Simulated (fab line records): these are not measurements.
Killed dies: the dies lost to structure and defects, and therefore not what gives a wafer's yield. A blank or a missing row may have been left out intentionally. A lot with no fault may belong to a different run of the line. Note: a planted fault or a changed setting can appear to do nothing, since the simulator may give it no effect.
fab line records	flow sky130
[record] lots = 6	wafers = 18	last-day = 51
route steps=708 shown SONOS_ONO@176 GATE_OXIDE@187 POLY_GATE@204 PAD_OPEN@708
lots with no fault: from the same line, run without faults
start-h: the number of hours between the record's first day and the start of the first shown wafer of the lot	wait-h: hours elapsed since this lot's preceding step	" unchanged from the row above	L1.1+2: a row that stands for several wafers	- either no value or no given start	* or withheld: withheld	< > ~ a bound
route shown NAME@n: NAME is a module with steps in the file, n the number in the route of the first one	usual: mean and standard deviation over wafers with no fault	same: alike in all rows	chamber/n: place in a boat	sites: each site's reading	_std_site: standard deviation across them	_edge_site: inner sites' mean taken away from outer sites' mean	radius-mm: how far each site lies from the wafer's centre	mask NAME#n: copy n	behind: the most recent tool/chamber to have shaped the wafer	hold: what put the lot on hold/how long, in hours/how the hold closed	device: transistor that didn't switch, given as n, p or np	end of line: the route-end tests of the same wafers	a step with no rows: only its recipe	killed: count of dies lost to structure and defects at first sort (not the wafer's yield)	map: dies across one wafer; x = killed, . = not, _ = none there
set.NAME: the setting as run; set.NAME@STEP: as run at that earlier step	model.NAME: the simulator's own value behind a step, which no gauge read
a table for each step, a row for each wafer; lots at some steps of the route
services: from which hour (start-h, from the record's first day; less than 0 if before it) a tool's chamber was out of use, for how many hours, and why
[[steps]]
[step SKY_SONOS_ONO_COAT_08]
[recipe] resist = NOVOLAK	spin-rpm = 3000	resist-thk-nm = 1140
[step SKY_SONOS_ONO_SOFTBAKE_09]
[recipe] temp-c = 90	time-s = 60	resist = NOVOLAK
[step SKY_SONOS_ONO_EXPOSE_10]
[recipe] mask-id = ONOM	target-cd-nm = 410	na = 0.6	source-shape = conventional	sigma-outer = 0.6	dose-mj = 150
[step SKY_SONOS_ONO_PEB_11]
[recipe] temp-c = withheld	time-s = *	resist = NOVOLAK
[step SKY_SONOS_ONO_DEVELOP_12]
[recipe] develop-time-s = 60	dev-temp-c = 23
[step SKY_SONOS_ONO_CD_MEAS_13]
[recipe] target-cd-nm = 410
[usual] cd-nm = 410.2/2.3
lot.wafer	tool	chamber	start-h	wait-h	cd-nm
L404.3	cd-sem-01	-	289.83	0.1	407.8
L404.5	"	-	"	"	407.0
L404.6	"	-	"	"	407.1
L408.2	cd-sem-02	-	311.10	0.1	411.4
L408.4	"	-	"	"	412.3
L408.6	"	-	"	"	415.4
L412.2	cd-sem-01	-	355.26	0.1	411.4
L412.3	"	-	"	"	411.5
L412.5	"	-	"	"	411.0
L422.3	cd-sem-01	-	433.47	0.1	414.0
L422.4	"	-	"	"	412.8
L422.5	"	-	"	"	412.8
L424.3	cd-sem-02	-	455.43	0.1	411.9
L424.4	"	-	"	"	410.9
L424.6	"	-	"	"	409.9
L425.1	cd-sem-01	-	465.13	0.1	413.9
L425.3	"	-	"	"	411.0
L425.6	"	-	"	"	414.0
[step SKY_SONOS_ONO_OVL_MEAS_14]
[usual] SONOS_ONO_OVL = 1.2/1.2
lot.wafer	tool	chamber	start-h	wait-h	SONOS_ONO_OVL[nm]
L404.3	overlay-01	-	289.92	0.1	-0.4
L404.5	"	-	"	"	1.6
L404.6	"	-	"	"	0.0
L408.2	overlay-02	-	311.21	0.1	-0.6
L408.4	"	-	"	"	0.6
L408.6	"	-	"	"	-0.1
L412.2	overlay-01	-	355.36	0.1	-0.3
L412.3	"	-	"	"	0.4
L412.5	"	-	"	"	0.8
L422.3	overlay-02	-	433.56	0.1	0.6
L422.4	"	-	"	"	1.0
L422.5	"	-	"	"	1.0
L424.3	overlay-02	-	455.52	0.1	-0.2
L424.4	"	-	"	"	1.1
L424.6	"	-	"	"	0.8
L425.1	overlay-02	-	465.25	0.1	2.9
L425.3	"	-	"	"	1.5
L425.6	"	-	"	"	3.2
[step SKY_SONOS_ONO_ETCH_15]
[recipe] target-depth-nm = 19.52	chemistry = CHF3/O2	source-w = 600	bias-w = 200	pressure-mtorr = 40	chf3-flow-sccm = 50	O2_flow_sccm = 5	time-s = 7.8
[usual] bias-w = 200.0/0.6	drypump-motor-current-A = 5.8/0.41	oes-product-au = 1.003/0.01	throttle-valve-pct = 8.825/0.0097
lot.wafer	tool	chamber	start-h	wait-h	bias-w	drypump-motor-current-A	oes-product-au	rf-hours-counter-h	throttle-valve-pct
L404.3	rie-diel-02	3	289.94	0.0	200.7	5.6	1.009	34	8.833
L404.5	"	2	"	"	200.2	5.2	1.011	-	8.817
L404.6	"	3	"	"	200.0	5.6	1.017	-	8.826
L408.2	rie-diel-04	2	311.24	0.0	200.5	5.8	0.999	4	8.822
L408.4	"	3	"	"	199.5	6.0	0.989	0	8.814
L408.6	"	2	"	"	201.0	5.8	0.996	-	8.812
L412.2	rie-diel-04	1	355.39	0.0	199.9	5.7	0.984	75	8.837
L412.3	"	0	"	"	200.4	5.4	0.974	0	8.811
L412.5	"	3	"	"	200.1	6.0	1.000	-	8.819
L422.3	rie-diel-01	0	433.59	0.0	199.7	6.4	1.008	3	8.834
L422.4	"	1	"	"	200.4	5.7	0.998	10	8.834
L422.5	"	1	"	"	200.2	5.7	0.998	-	8.820
L424.3	rie-diel-04	3	455.54	0.0	198.8	6.0	0.999	4	8.819
L424.4	"	1	"	"	200.0	5.6	0.997	77	8.819
L424.6	"	3	"	"	199.6	6.0	1.000	-	8.823
L425.1	rie-diel-04	0	465.29	0.0	200.4	5.5	0.992	3	8.827
L425.3	"	2	"	"	201.2	5.8	1.008	7	8.814
L425.6	"	0	"	"	200.0	5.5	0.993	-	8.843
[step SKY_SONOS_ONO_WET_ETCH_16]
[recipe] chemistry = dHF	target-depth-nm = 14	dry = n2-spin	target = SiO2	dilution = 100:1	temp-c = 25	time-s = 280
[step SKY_SONOS_ONO_STRIP_17]
[recipe] chemistry = O2/N2	power-w = 1400	pressure-mtorr = 1500	platen-temp-c = withheld	o2-flow-sccm = 3000	n2-flow-sccm = 300	overash-fraction = 0.5
[usual] drypump-motor-current-A = 5.5/0.44	oes-product-au = 0.710/0.0045	strip-time-to-endpoint-s = 14.09/0.05
lot.wafer	tool	chamber	start-h	wait-h	drypump-motor-current-A	oes-product-au	rf-hours-counter-h	strip-time-to-endpoint-s
L404.3	plasma-asher-04	0	290.08	0.0	5.8	0.709	-	14.07
L404.5	"	0	"	"	5.7	0.710	-	14.11
L404.6	"	1	"	"	5.6	0.714	-	14.05
L408.2	plasma-asher-03	1	311.34	0.0	5.5	0.713	49	14.18
L408.4	"	0	"	"	5.9	0.717	-	14.18
L408.6	"	1	"	"	5.5	0.712	-	14.21
L412.2	plasma-asher-01	1	355.50	0.0	5.9	0.713	24	14.02
L412.3	"	0	"	"	4.8	0.710	-	14.06
L412.5	"	0	"	"	4.7	0.711	-	14.03
L422.3	plasma-asher-04	1	433.81	0.0	5.6	0.707	-	14.09
L422.4	"	0	"	"	5.7	0.709	-	14.12
L422.5	"	0	"	"	5.7	0.706	-	14.11
L424.3	plasma-asher-03	1	455.69	0.0	5.5	0.711	-	14.05
L424.4	"	0	"	"	5.9	0.708	-	14.09
L424.6	"	1	"	"	5.5	0.716	-	14.05
L425.1	plasma-asher-01	1	465.40	0.0	5.9	0.706	35	14.07
L425.3	"	1	"	"	5.9	0.715	-	14.08
L425.6	"	0	"	"	4.7	0.705	-	14.10
[step SKY_SONOS_ONO_WET_ETCH_18]
[recipe] chemistry = H3PO4	target-depth-nm = 15	target = Si3N4	temp-c = 160	time-s = 172
[step SKY_GATE_OXIDE_CLEAN_00]
[recipe] chemistry = SC1/SC2	mix = 1:4:20	temp-c = 70	time-s = 150	dry = n2-spin
[step SKY_GATE_OXIDE_OXIDATION_01]
[recipe] temp-c = 900	ambient = O2	stabilise-s = 600	purge-s = 300	target-thk-a = 102.68	ox-time-s = 1473
[usual] ox-temp-c-max = 904.3/1.3	zone-power-centre-pct = 19.2/0.71	zone-power-top-pct = 32.8/1.8
lot.wafer	tool	chamber	start-h	wait-h	ox-temp-c-max	zone-power-centre-pct	zone-power-top-pct	model.SiO2_of_GATE_OXIDE_OXIDATION_01.thk-nm
L404.3	furnace-02	0	292.38	2.1	903.0	18.2	30.2	10.24
L404.5	"	0	"	"	904.5	18.4	30.6	10.32
L404.6	"	0	"	"	902.8	18.4	30.5	10.36
L408.2	furnace-01	0	312.05	0.5	904.7	19.9	34.6	10.64
L408.4	"	0	"	"	904.2	19.5	34.2	10.54
L408.6	"	0	"	"	903.8	19.9	34.3	10.58
L412.2	furnace-02	0	356.59	0.9	902.3	18.4	31.0	10.09
L412.3	"	0	"	"	902.8	18.6	30.3	10.3
L412.5	"	0	"	"	902.2	18.3	30.6	10.19
L422.3	furnace-02	0	434.29	0.3	903.8	18.2	30.8	9.887
L422.4	"	0	"	"	903.6	18.4	30.8	9.906
L422.5	"	0	"	"	902.2	18.2	30.5	9.904
L424.3	furnace-01	0	455.92	0.0	905.4	19.9	34.0	11.76
L424.4	"	0	"	"	905.2	19.9	33.7	11.57
L424.6	"	0	"	"	905.5	19.7	34.0	11.67
L425.1	furnace-01	0	466.86	1.2	905.3	19.4	34.3	11.66
L425.3	"	0	"	"	903.8	19.4	34.5	11.6
L425.6	"	0	"	"	905.4	19.9	34.3	11.77
[step SKY_GATE_OXIDE_THK_MEAS_02]
[recipe] reads = SiO2_of_GATE_OXIDE_OXIDATION_01
[usual] GATE_OXIDE_OXIDATION_00_THK = 10.24/0.19
lot.wafer	tool	chamber	start-h	wait-h	GATE_OXIDE_OXIDATION_00_THK[nm]
L404.3	film-metro-03	-	293.81	0.0	10.25
L404.5	"	-	"	"	10.35
L404.6	"	-	"	"	10.37
L408.2	film-metro-03	-	313.47	0.0	10.67
L408.4	"	-	"	"	10.50
L408.6	"	-	"	"	10.61
L412.2	film-metro-01	-	358.01	0.0	10.08
L412.3	"	-	"	"	10.25
L412.5	"	-	"	"	10.20
L422.3	film-metro-04	-	435.72	0.0	9.85
L422.4	"	-	"	"	9.87
L422.5	"	-	"	"	9.88
L424.3	film-metro-03	-	457.35	0.0	11.78
L424.4	"	-	"	"	11.56
L424.6	"	-	"	"	11.65
L425.1	film-metro-03	-	468.27	0.0	11.65
L425.3	"	-	"	"	11.57
L425.6	"	-	"	"	11.79
[step SKY_GATE_OXIDE_DEHYDRATE_03]
[recipe] temp-c = 200	time-s = 60
[step SKY_GATE_OXIDE_HMDS_04]
[recipe] prime-time-s = 60	prime-temp-c = 120
[step SKY_GATE_OXIDE_COAT_05]
[recipe] resist = NOVOLAK	spin-rpm = 3000	resist-thk-nm = 1140
[step SKY_GATE_OXIDE_SOFTBAKE_06]
[recipe] temp-c = 90	time-s = 60	resist = NOVOLAK
[step SKY_GATE_OXIDE_EXPOSE_07]
[recipe] mask-id = LVOM	na = 0.6	source-shape = conventional	sigma-outer = 0.6	polarization = unpolarized	target-cd-nm = 600	dose-mj = 170
[step SKY_GATE_OXIDE_PEB_08]
[recipe] temp-c = withheld	time-s = *	resist = NOVOLAK
[step SKY_GATE_OXIDE_DEVELOP_09]
[recipe] resist = NOVOLAK	developer = TMAH	develop-time-s = 60	dev-temp-c = 23
[step SKY_GATE_OXIDE_OVL_MEAS_10]
[usual] GATE_OXIDE_OVL = 0.6/1.3
lot.wafer	tool	chamber	start-h	wait-h	GATE_OXIDE_OVL[nm]
L404.3	overlay-02	-	318.95	0.1	-2.8
L404.5	"	-	"	"	-1.5
L404.6	"	-	"	"	-1.0
L408.2	overlay-01	-	339.44	0.1	-0.2
L408.4	"	-	"	"	0.6
L408.6	"	-	"	"	-0.6
L412.2	overlay-01	-	385.84	0.1	1.7
L412.3	"	-	"	"	0.3
L412.5	"	-	"	"	-0.5
L422.3	overlay-02	-	467.10	0.1	1.2
L422.4	"	-	"	"	-0.9
L422.5	"	-	"	"	-0.9
L424.3	overlay-02	-	487.64	0.1	-1.9
L424.4	"	-	"	"	-0.3
L424.6	"	-	"	"	-1.7
L425.1	overlay-01	-	497.08	0.1	0.1
L425.3	"	-	"	"	1.1
L425.6	"	-	"	"	1.2
[step SKY_GATE_OXIDE_IMPLANT_11]
[recipe] species = B	energy-kev = 10	dose-cm2 = 2.6e+12	tilt-deg = withheld
[step SKY_GATE_OXIDE_WET_ETCH_12]
[recipe] chemistry = dHF	target-depth-nm = 16.8	dry = n2-spin	target = SiO2	dilution = 100:1	temp-c = 25	time-s = 336
[step SKY_GATE_OXIDE_STRIP_13]
[recipe] chemistry = O2/N2	power-w = 1400	pressure-mtorr = 1500	platen-temp-c = withheld	o2-flow-sccm = 3000	n2-flow-sccm = 300	overash-fraction = 0.5
[usual] drypump-motor-current-A = 5.65/0.2	oes-product-au = 0.715/0.0051	strip-time-to-endpoint-s = 14.16/0.041
lot.wafer	tool	chamber	start-h	wait-h	drypump-motor-current-A	oes-product-au	rf-hours-counter-h	strip-time-to-endpoint-s
L404.3	plasma-asher-02	1	319.27	0.0	5.31	0.720	-	14.18
L404.5	"	0	"	"	5.60	0.720	-	14.27
L404.6	"	1	"	"	5.31	0.717	-	14.22
L408.2	plasma-asher-03	0	339.72	0.0	5.91	0.715	51	14.22
L408.4	"	0	"	"	5.94	0.719	-	14.20
L408.6	"	1	"	"	5.50	0.715	-	14.19
L412.2	plasma-asher-04	0	386.12	0.0	5.77	0.711	68	14.19
L412.3	"	1	"	"	5.66	0.720	-	14.13
L412.5	"	1	"	"	5.64	0.713	-	14.14
L422.3	plasma-asher-02	0	467.41	0.0	5.58	0.726	-	14.14
L422.4	"	1	"	"	5.31	0.720	-	14.11
L422.5	"	1	"	"	5.32	0.716	-	14.17
L424.3	plasma-asher-03	0	488.05	0.0	5.92	0.718	-	14.21
L424.4	"	1	"	"	5.47	0.718	-	14.23
L424.6	"	0	"	"	5.91	0.710	-	14.16
L425.1	plasma-asher-03	1	497.37	0.0	5.47	0.714	65	14.19
L425.3	"	0	"	"	5.95	0.717	-	14.19
L425.6	"	0	"	"	5.92	0.707	-	14.18
[step SKY_GATE_OXIDE_TW_MEAS_14]
[usual] GATE_OXIDE_TW = 223.3/2.7
lot.wafer	tool	chamber	start-h	wait-h	GATE_OXIDE_TW
L404.3	film-metro-01	-	319.35	0.1	224.5
L404.5	"	-	"	"	224.5
L404.6	"	-	"	"	225.5
L408.2	film-metro-04	-	339.83	0.1	225.2
L408.4	"	-	"	"	224.1
L408.6	"	-	"	"	224.3
L412.2	film-metro-03	-	386.23	0.1	220.9
L412.3	"	-	"	"	218.7
L412.5	"	-	"	"	220.3
L422.3	film-metro-03	-	467.49	0.1	219.8
L422.4	"	-	"	"	219.4
L422.5	"	-	"	"	220.6
L424.3	film-metro-01	-	488.14	0.1	225.9
L424.4	"	-	"	"	225.5
L424.6	"	-	"	"	224.8
L425.1	film-metro-01	-	497.47	0.1	226.1
L425.3	"	-	"	"	225.4
L425.6	"	-	"	"	225.8
[step SKY_GATE_OXIDE_CLEAN_15]
[recipe] chemistry = SC1/SC2	mix = 1:4:20	temp-c = 70	time-s = 150	dry = n2-spin
[step SKY_GATE_OXIDE_OXIDATION_16]
[recipe] temp-c = 800	ambient = O2	idle-temp-c = 700	ramp-up-c-per-min = 10	ramp-down-c-per-min = 3	stabilise-s = 600	purge-s = 300	target-thk-a = 35.7	ox-time-s = 1915
[usual] ox-temp-c-max = 803.9/1.1	ramp-down-c-per-min = 3.0000/0.00054	zone-power-centre-pct = 15.2/0.54	zone-power-top-pct = 27.3/1.5
lot.wafer	tool	chamber	start-h	wait-h	ox-temp-c-max	ramp-down-c-per-min	zone-power-centre-pct	zone-power-top-pct	model.SiO2_of_GATE_OXIDE_OXIDATION_01.thk-nm
L404.3	furnace-01	0	319.44	0.0	804.6	3.0006	15.7	28.1	11.59
L404.5	"	0	"	"	803.5	2.9995	15.3	28.0	11.65
L404.6	"	0	"	"	803.1	3.0007	15.6	28.5	11.69
L408.2	furnace-02	0	339.93	0.0	802.5	2.9995	14.4	25.1	11.94
L408.4	"	0	"	"	803.6	3.0005	14.4	25.3	11.81
L408.6	"	0	"	"	802.3	3.0000	14.2	25.1	11.88
L412.2	furnace-02	0	390.32	4.0	803.0	3.0004	14.4	25.3	11.47
L412.3	"	0	"	"	802.8	3.0002	14.9	25.1	11.67
L412.5	"	0	"	"	802.8	3.0002	14.3	25.3	11.57
L422.3	furnace-02	0	468.24	0.7	803.0	2.9993	14.2	24.9	11.22
L422.4	"	0	"	"	802.9	3.0006	14.6	24.9	11.23
L422.5	"	0	"	"	802.8	3.0001	14.3	25.4	11.24
L424.3	furnace-02	0	488.23	0.0	803.5	2.9996	14.4	25.2	13.01
L424.4	"	0	"	"	803.1	3.0007	14.5	25.2	12.81
L424.6	"	0	"	"	802.9	3.0002	14.4	25.2	12.92
L425.1	furnace-02	0	497.58	0.0	802.5	2.9997	14.2	25.5	12.86
L425.3	"	0	"	"	802.5	2.9993	14.4	25.2	12.8
L425.6	"	0	"	"	802.3	3.0011	14.6	25.5	12.96
[step SKY_POLY_GATE_CVD_00]
[recipe] material = poly-Si	target-thk-nm = 180	temp-c = 620	time-s = 720	pressure-mtorr = 200
[step SKY_PAD_OPEN_PROBE_99]
[usual] killed_at_M0_to_M3 = 42/7.3	killed_at_M4_up = 3.4/2	killed-at-contacts = 24/5.6	killed-at-front-end = 16/4.5	killed-at-other = 0.2/0.51	killed-dies = 86/9.8	killed-open = 46/7	killed-short = 40/6.7
[same] gross-dies = 492	killed-at-back-side = 0
lot.wafer	tool	chamber	start-h	wait-h	killed_at_M0_to_M3	killed_at_M4_up	killed-at-contacts	killed-at-front-end	killed-at-other	killed-dies	killed-open	killed-short	model.etest.nfet_16v.r-on-ohm-um	model.etest.tip-sonos.rs-ohm-sq	model.etest.pfet-g5v0d10v5.r-on-ohm-um	model.etest.nfet-g5v0d10v5.r-on-ohm-um	model.etest.nfet-g5v0d10v5.drive-ua-um	model.etest.nfet_05v0_nvt.drive-ua-um	model.etest.pfet-g5v0d10v5.drive-ua-um	model.etest.nfet_16v.drive-ua-um
L404.3	prober-01	-	1100.05	0.2	34	1	20	14	0	69	44	24	1.408e+04	2608	4615	1882	607.2	581	353.8	224.3
L404.5	prober-01	-	1100.15	0.2	49	5	23	10	0	87	45	41	1.414e+04	2644	4750	1883	607.9	581.9	340.6	221.8
L404.6	prober-01	-	1100.20	0.2	42	5	17	11	0	75	44	31	1.406e+04	2634	4694	1871	608.2	578	342.9	221.9
L408.2	prober-02	-	1103.00	0.1	35	6	21	19	1	82	44	38	1.419e+04	2735	4734	1912	587.4	560.2	337.3	216
L408.4	prober-02	-	1103.10	0.2	39	5	20	16	1	81	44	37	1.417e+04	2717	4803	1925	592.4	560.4	332.7	216.1
L408.6	prober-02	-	1103.20	0.2	40	3	32	24	0	99	47	51	1.428e+04	2756	4846	1932	588.3	559.7	334	216.1
L412.2	prober-02	-	1125.29	0.1	50	5	21	19	1	96	52	43	1.396e+04	2575	4791	1895	607.6	576.5	344.1	221.5
L412.3	prober-02	-	1125.34	0.2	33	6	23	16	0	78	37	41	1.422e+04	2637	4800	1941	596.7	563.5	337.6	216.9
L412.5	prober-02	-	1125.44	0.2	28	4	21	18	0	71	35	36	1.41e+04	2618	4771	1918	598.5	567.3	341.8	218.5
L422.3	prober-02	-	1212.46	0.2	51	2	20	18	0	91	46	44	1.386e+04	2548	4686	1855	624.9	591.6	349.9	230.6
L422.4	prober-02	-	1212.51	0.2	25	2	21	15	0	63	34	28	1.383e+04	2533	4684	1854	622.8	591.4	350.5	231.4
L422.5	prober-02	-	1212.56	0.2	51	0	22	11	1	85	51	33	1.385e+04	2567	4706	1854	624.5	588.9	350.4	228
L424.3	prober-01	-	1213.41	0.5	48	5	21	10	0	84	44	40	1.476e+04	3012	4976	2008	540.8	521.3	315.5	195.9
L424.4	prober-01	-	1213.46	0.5	45	0	12	17	0	74	32	42	1.486e+04	2952	5022	1990	551.5	528.2	313.9	198.3
L424.6	prober-01	-	1213.56	0.6	44	2	24	15	0	85	40	45	1.481e+04	2961	4984	1995	548.2	527.2	317.5	198.1
L425.1	prober-01	-	1217.24	0.1	43	1	18	12	0	74	41	33	1.466e+04	3030	5074	2040	547.4	522	311.7	196.6
L425.3	prober-01	-	1217.34	0.2	46	3	22	7	0	78	39	39	1.476e+04	3006	5096	1998	550.1	524.5	310	199
L425.6	prober-01	-	1217.49	0.2	46	4	24	12	0	86	46	39	1.474e+04	3030	5116	2012	542.2	520.9	311.9	196.7
// killed by level:class
L404.3 VIA1:geometric-particle:open=9 LI_CONTACT:geometric-particle:open=6 LOCAL_INTERCONNECT:geometric-particle:short=6 POLY_GATE:geometric-particle:open=5 VIA3:geometric-particle:open=5 METAL1:geometric-particle:short=4 CONTACT:geometric-particle:open=4 METAL1:geometric-particle:open=4
L404.5 VIA1:geometric-particle:open=12 LI_CONTACT:geometric-particle:open=9 VIA3:geometric-particle:open=9 CONTACT:geometric-particle:open=5 METAL1:geometric-particle:short=5 METAL2:geometric-particle:short=4 VIA2:geometric-particle:short=4 VIA3:geometric-particle:short=4
L404.6 VIA3:geometric-particle:open=9 VIA1:geometric-particle:open=8 VIA1:geometric-particle:short=5 POLY_GATE:geometric-particle:short=4 LI_CONTACT:geometric-particle:open=4 CONTACT:geometric-particle:open=4 METAL2:geometric-particle:open=4 VIA2:geometric-particle:open=4
L408.2 LI_CONTACT:geometric-particle:open=8 VIA2:geometric-particle:short=6 VIA2:geometric-particle:open=5 VIA3:geometric-particle:open=5 FIELD_ISO:geometric-particle:open=4 METAL4:geometric-particle:short=4 CONTACT:geometric-particle:short=4 CONTACT:geometric-particle:open=4
L408.4 VIA1:geometric-particle:open=9 VIA3:geometric-particle:open=7 CONTACT:geometric-particle:open=6 POLY_GATE:geometric-particle:open=5 LOCAL_INTERCONNECT:geometric-particle:short=5 CONTACT:geometric-particle:short=5 VIA2:geometric-particle:open=5 METAL2:geometric-particle:short=5
L408.6 CONTACT:geometric-particle:open=11 METAL1:geometric-particle:short=9 POLY_GATE:geometric-particle:short=7 VIA1:geometric-particle:open=7 FIELD_ISO:geometric-particle:short=6 LOCAL_INTERCONNECT:geometric-particle:short=6 CONTACT:geometric-particle:short=6 VIA1:geometric-particle:short=6
L412.2 CONTACT:geometric-particle:open=10 VIA1:geometric-particle:open=10 FIELD_ISO:geometric-particle:open=7 VIA2:geometric-particle:open=7 METAL1:geometric-particle:short=6 VIA3:geometric-particle:open=6 VIA1:geometric-particle:short=5 METAL3:geometric-particle:short=4
L412.3 VIA1:geometric-particle:open=9 CONTACT:geometric-particle:short=7 CONTACT:geometric-particle:open=7 METAL4:geometric-particle:short=6 FIELD_ISO:geometric-particle:short=4 FIELD_ISO:geometric-particle:open=4 LI_CONTACT:geometric-particle:open=4 VIA2:geometric-particle:open=4
L412.5 CONTACT:geometric-particle:open=10 FIELD_ISO:geometric-particle:short=6 VIA1:geometric-particle:open=6 LOCAL_INTERCONNECT:geometric-particle:short=5 VIA3:geometric-particle:short=5 METAL1:geometric-particle:short=4 FIELD_ISO:geometric-particle:open=4 POLY_GATE:geometric-particle:short=3
L422.3 METAL2:geometric-particle:short=12 CONTACT:geometric-particle:open=8 VIA1:geometric-particle:open=8 VIA3:geometric-particle:open=6 FIELD_ISO:geometric-particle:short=5 LI_CONTACT:geometric-particle:open=5 VIA1:geometric-particle:short=5 VIA2:geometric-particle:open=5
L422.4 FIELD_ISO:geometric-particle:short=5 LI_CONTACT:geometric-particle:open=5 CONTACT:geometric-particle:short=5 CONTACT:geometric-particle:open=5 VIA1:geometric-particle:open=5 VIA3:geometric-particle:open=5 POLY_GATE:geometric-particle:open=4 LOCAL_INTERCONNECT:geometric-particle:short=4
L422.5 VIA2:geometric-particle:open=12 VIA3:geometric-particle:open=9 VIA1:geometric-particle:open=8 CONTACT:geometric-particle:short=6 METAL2:geometric-particle:short=6 LI_CONTACT:geometric-particle:open=5 VIA1:geometric-particle:short=5 CONTACT:geometric-particle:open=5
L424.3 CONTACT:geometric-particle:open=11 VIA1:geometric-particle:open=10 VIA2:geometric-particle:open=9 METAL1:geometric-particle:short=7 METAL2:geometric-particle:short=5 VIA3:geometric-particle:open=5 FIELD_ISO:geometric-particle:short=4 LI_CONTACT:geometric-particle:open=4
L424.4 VIA1:geometric-particle:open=9 VIA3:geometric-particle:open=8 METAL1:geometric-particle:short=7 METAL2:geometric-particle:short=7 FIELD_ISO:geometric-particle:open=4 FIELD_ISO:geometric-particle:short=4 SPACER:geometric-particle:short=4 LI_CONTACT:geometric-particle:short=4
L424.6 VIA1:geometric-particle:open=11 CONTACT:geometric-particle:open=10 VIA1:geometric-particle:short=8 METAL1:geometric-particle:short=7 FIELD_ISO:geometric-particle:short=6 LI_CONTACT:geometric-particle:open=5 METAL2:geometric-particle:short=5 LOCAL_INTERCONNECT:geometric-particle:short=4
L425.1 VIA3:geometric-particle:open=7 CONTACT:geometric-particle:open=7 METAL2:geometric-particle:short=7 VIA2:geometric-particle:open=7 VIA1:geometric-particle:open=5 METAL1:geometric-particle:short=4 METAL1:geometric-particle:open=4 VIA2:geometric-particle:short=4
L425.3 VIA2:geometric-particle:open=10 LI_CONTACT:geometric-particle:open=8 CONTACT:geometric-particle:open=8 METAL2:geometric-particle:short=8 VIA1:geometric-particle:open=6 VIA2:geometric-particle:short=5 METAL1:geometric-particle:short=4 VIA3:geometric-particle:open=4
L425.6 VIA1:geometric-particle:open=9 METAL1:geometric-particle:short=8 CONTACT:geometric-particle:open=7 VIA2:geometric-particle:open=7 LI_CONTACT:geometric-particle:open=6 VIA2:geometric-particle:short=6 VIA3:geometric-particle:open=5 LOCAL_INTERCONNECT:geometric-particle:short=4
[[services]]
tool	chamber	start-h	hours	kind
plasma-asher-01	-	271.29	1.3	repair
plasma-asher-03	-	297.28	13.5	repair
plasma-asher-01	-	297.56	0.5	repair
plasma-asher-03	-	301.51	1.0	repair
rie-diel-04	2	301.73	3.9	repair
rie-diel-01	-	312.90	1.0	repair
rie-diel-01	2	319.43	5.6	repair
rie-diel-01	-	324.12	0.2	repair
rie-diel-04	2	328.75	2.7	repair
rie-diel-02	-	329.18	1.9	repair
rie-diel-01	3	330.27	15.6	repair
rie-diel-02	1	337.59	17.1	repair
plasma-asher-04	-	363.80	2.8	pm
furnace-02	-	372.00	3.4	pm
furnace-01	-	376.67	14.3	repair
plasma-asher-01	-	384.65	3.7	repair
plasma-asher-02	-	395.66	1.2	repair
plasma-asher-03	-	413.54	2.4	repair
plasma-asher-02	-	421.29	9.0	pm
furnace-02	-	423.60	3.6	pm
plasma-asher-03	-	427.38	8.4	repair
plasma-asher-03	-	442.40	8.4	pm
rie-diel-04	-	448.40	1.6	repair
plasma-asher-03	-	477.62	4.3	pm
[[key]]
[first-sign] step = SKY_GATE_OXIDE_THK_MEAS_02	reading = GATE_OXIDE_OXIDATION_00_THK	direction = up	sigmas = 7.5	usual = 10.24	struck = 11.67
effect none on later readings
[model-effect] step = SKY_GATE_OXIDE_OXIDATION_01	value = SiO2_of_GATE_OXIDE_OXIDATION_01.thk-nm	without = 10.28	struck = 11.67
[model-effect] step = SKY_GATE_OXIDE_OXIDATION_16	value = SiO2_of_GATE_OXIDE_OXIDATION_01.thk-nm	without = 11.6	struck = 12.89
[model-effect] step = SKY_PAD_OPEN_PROBE_99	value = etest.nfet_16v.r-on-ohm-um	without = 1.406e+04	struck = 1.476e+04
met-at SKY_GATE_OXIDE_OXIDATION_01
struck-wafers L424.3,L424.4,L424.6,L425.1,L425.3,L425.6
tester-left-out L424,L425
onset-between 312.05 455.92
also-fits time
[fault] kind = process-parameter-drift	tool = furnace-01	chamber = -	onset-h = 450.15	steps = SKY_GATE_OXIDE_OXIDATION_01	channel = ox-time-s	offset = *	shape = step	end-h = 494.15	acts-in = *	stated = *
// tester-left-out: of these lots the tester's yield and bins aren't shown, on N5 and GAA mostly nor the transistor test; their killed dies are dies lost to structure and defects alone, not to doping, threshold or leakage, so they don't give the yield
